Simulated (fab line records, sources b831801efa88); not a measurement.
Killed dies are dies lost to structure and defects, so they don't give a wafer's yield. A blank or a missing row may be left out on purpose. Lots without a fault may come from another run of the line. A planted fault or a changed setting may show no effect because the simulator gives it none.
Which tool did it? | flow sky130 | 12 lots, 36 wafers sampled, at 1 step of a route of 708

WHAT THE GAUGES READ, wafer by wafer
SKY_DNWELL_TW_MEAS_09.
lot  | measured    | on            | DNWELL_TW
L075 | day 3 07:02 | film_metro-01 | 1093 1095 1095
L077 | day 3 18:55 | film_metro-02 | 1117 1116 1116
L079 | day 4 04:56 | film_metro-04 | 1100 1098 1100
L081 | day 4 18:19 | film_metro-02 | 1112 1113 1110
L083 | day 5 13:55 | film_metro-04 | 1102 1098 1094
L085 | day 5 17:18 | film_metro-04 | 1102 1105 1113
L087 | day 6 03:13 | film_metro-04 | 1106 1108 1105
L089 | day 6 10:02 | film_metro-02 | 1109 1114 1120
L091 | day 7 00:58 | film_metro-02 | 1103 1101 1105
L093 | day 7 10:19 | film_metro-01 | 1083 1081 1089
L095 | day 7 23:03 | film_metro-04 | 1097 1096 1099
L097 | day 8 09:29 | film_metro-01 | 1097 1090 1100

WHICH TOOL RAN EACH LOT (tool, then ch and the chambers of the sampled wafers, then the start)
The record holds no process step before these readings.

THE ANSWER, worked out from the rows above alone
Rule: what is usual is taken from the lots themselves. Put in order of their means at a reading, lots are off if they are a third of the lots or fewer, leave a main group of 4 or more, and stand apart from it by a gap of 3 or more times the standard deviation of the main group's means; of several such gaps the widest counts. A main group whose means are all the same, to the digits that the tables above print for the reading, isn't used. A lot without any number at a reading at which 4 lots or more have one is off too. The other lots that the step has rows for count as sound.
No lot is off at any reading shown: from this, nothing can be told.

WHAT THE SIMULATOR HAD PUT IN
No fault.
